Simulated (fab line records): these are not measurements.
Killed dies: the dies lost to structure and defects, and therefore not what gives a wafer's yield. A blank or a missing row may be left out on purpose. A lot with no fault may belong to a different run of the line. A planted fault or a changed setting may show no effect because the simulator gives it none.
Struck lot and sound lot, side by side | flow sky130 | 18 steps out of a route of 708
Sound: the wafers L795.1, L795.5, L795.6. Struck: wafers L807.3, L807.4, L807.5. At the end, the cause is stated.
At each step with rows: each side's tool, then ch and its chambers, then its first start. Under that, the readings that differ: sound wafers | struck wafers | difference of the means | sigmas: that difference in standard deviations of wafers without a fault.
alike: a reading whose means differ by less than 2 such deviations, as well as words and numbers matching on both sides. not compared: withheld readings; readings where some wafer has no value; bounds like >300 that might hide an equal value; numbers whose values overlap and for which the record gives no deviation.
Wherever a step has rows on one side only, a row that says differs or no value, or a row with sigmas, the two part there. When numbers do not overlap yet have no deviation, they are printed without sigmas and do not part them. A reading missing from all wafers of one side parts the sides only when that side holds two or more wafers.

first, 3 steps without rows for these wafers: SKY_SONOS_ONO_WET_ETCH_18 (etches Si3N4 in H3PO4, target depth 15 nm, time 172 s); SKY_GATE_OXIDE_CLEAN_00 (cleans in SC1/SC2, time 150 s); SKY_GATE_OXIDE_OXIDATION_01 (stabilise 600 s, purge 300 s, target thk 10.268 nm).
SKY_GATE_OXIDE_THK_MEAS_02:
  sound on film_metro-01 at day 13 14:30; struck on film_metro-01 at day 17 17:44
  alike: GATE_OXIDE_OXIDATION_00_THK
then, 7 steps without rows for these wafers: SKY_GATE_OXIDE_DEHYDRATE_03 (time 60 s); SKY_GATE_OXIDE_HMDS_04 (prime time 60 s); SKY_GATE_OXIDE_COAT_05 (resist thk 1140 nm); SKY_GATE_OXIDE_SOFTBAKE_06 (time 60 s); SKY_GATE_OXIDE_EXPOSE_07 (exposes mask LVOM, target cd 600 nm); SKY_GATE_OXIDE_PEB_08; SKY_GATE_OXIDE_DEVELOP_09 (develop time 60 s).
SKY_GATE_OXIDE_OVL_MEAS_10:
  sound on overlay-02 at day 14 16:08; struck on overlay-02 at day 18 22:28
  alike: GATE_OXIDE_OVL
SKY_GATE_OXIDE_IMPLANT_11:
  sound on implanter-03 ch 0, day 14 16:10; struck on implanter-01 ch 0, day 18 22:32
  reading                   | sound             | struck               | difference | sigmas
  beam_energy_keV           | 9.997 9.996 9.995 | 11.642 11.639 11.637 | +1.643     | +99 or more
  model.implant.rp_nm (nm)  | 32.51 32.51 32.51 | 38.4 38.4 38.4       | +5.9       |
  model.implant.drp_nm (nm) | 17.11 17.11 17.11 | 19.06 19.06 19.06    | +1.95      |
then, 1 step without rows for these wafers: SKY_GATE_OXIDE_WET_ETCH_12 (etches SiO2 in dHF, target depth 16.8 nm, time 336 s).
SKY_GATE_OXIDE_STRIP_13: strips in O2/N2.
  sound on plasma_asher-01 ch 0,1, day 14 16:25; struck on plasma_asher-03 ch 0,1, day 18 22:47
  reading                     | sound       | struck      | difference | sigmas
  drypump_motor_current_A (A) | 5.1 5.0 5.0 | 6.1 5.4 6.1 | +0.8       | +2
  alike: oes_product_au, strip_time_to_endpoint_s
  not compared: rf_hours_counter_h
SKY_GATE_OXIDE_TW_MEAS_14:
  sound on film_metro-03 at day 14 16:31; struck on film_metro-01 at day 18 22:52
  reading       | sound             | struck            | difference | sigmas
  GATE_OXIDE_TW | 224.5 224.5 225.0 | 233.1 233.2 232.4 | +8.2       | +7
then, 1 step without rows for these wafers: SKY_GATE_OXIDE_CLEAN_15 (cleans in SC1/SC2, time 150 s).
-- the record jumps here: 30 days lie between the struck wafers' starts before and after (it left off in module GATE_OXIDE and takes up again in module PAD_OPEN, whose first step shown is number 708 of the route) --
SKY_PAD_OPEN_PROBE_99:
  sound on prober-02 at day 46 10:08; struck on prober-02 at day 49 10:51
  reading                                  | sound                   | struck                  | difference | sigmas
  model.etest.pfet_01v8_lvt.off_log10_a_um | -9.029 -8.96 -9.101     | -8.291 -8.58 -8.239     | +0.660     |
  model.etest.pfet_01v8_lvt.vt_sat_v (V)   | -0.4454 -0.4492 -0.4498 | -0.4059 -0.4117 -0.4052 | +0.0405    |
  model.etest.pfet_01v8_lvt.vt_v (V)       | -0.5354 -0.5381 -0.5393 | -0.5072 -0.5145 -0.5058 | +0.0284    |
  model.etest.pfet_01v8_lvt.vt_long_v (V)  | -0.6545 -0.6539 -0.6543 | -0.632 -0.6324 -0.6277  | +0.024     |
  model.etest.pfet_01v8_hvt.vt_long_v (V)  | -1.117 -1.119 -1.117    | -1.139 -1.141 -1.142    | -0.023     |
  model.etest.nfet_01v8_lvt.vt_long_v (V)  | 0.4485 0.4424 0.4385    | 0.4261 0.4196 0.4215    | -0.0207    |
  model.etest.nfet_01v8.vt_long_v (V)      | 0.5491 0.5467 0.5424    | 0.5254 0.5233 0.5237    | -0.0219    |
  model.etest.nfet_01v8_turned.vt_v (V)    | 0.7089 0.7014 0.696     | 0.6882 0.6887 0.6883    | -0.0137    |
  alike: killed_at_M0_to_M3, killed_at_M4_up, killed_at_contacts, killed_at_front_end, killed_at_other, killed_dies, killed_open, killed_short

== WHERE THEY PART ==
First at SKY_GATE_OXIDE_IMPLANT_11; last, within this record, at SKY_GATE_OXIDE_TW_MEAS_14. Later steps at which nothing parts them and some readings are alike: SKY_PAD_OPEN_PROBE_99.

WHY: the cause the simulator had injected
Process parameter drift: implanter-01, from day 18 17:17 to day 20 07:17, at SKY_GATE_OXIDE_IMPLANT_11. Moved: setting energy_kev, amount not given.
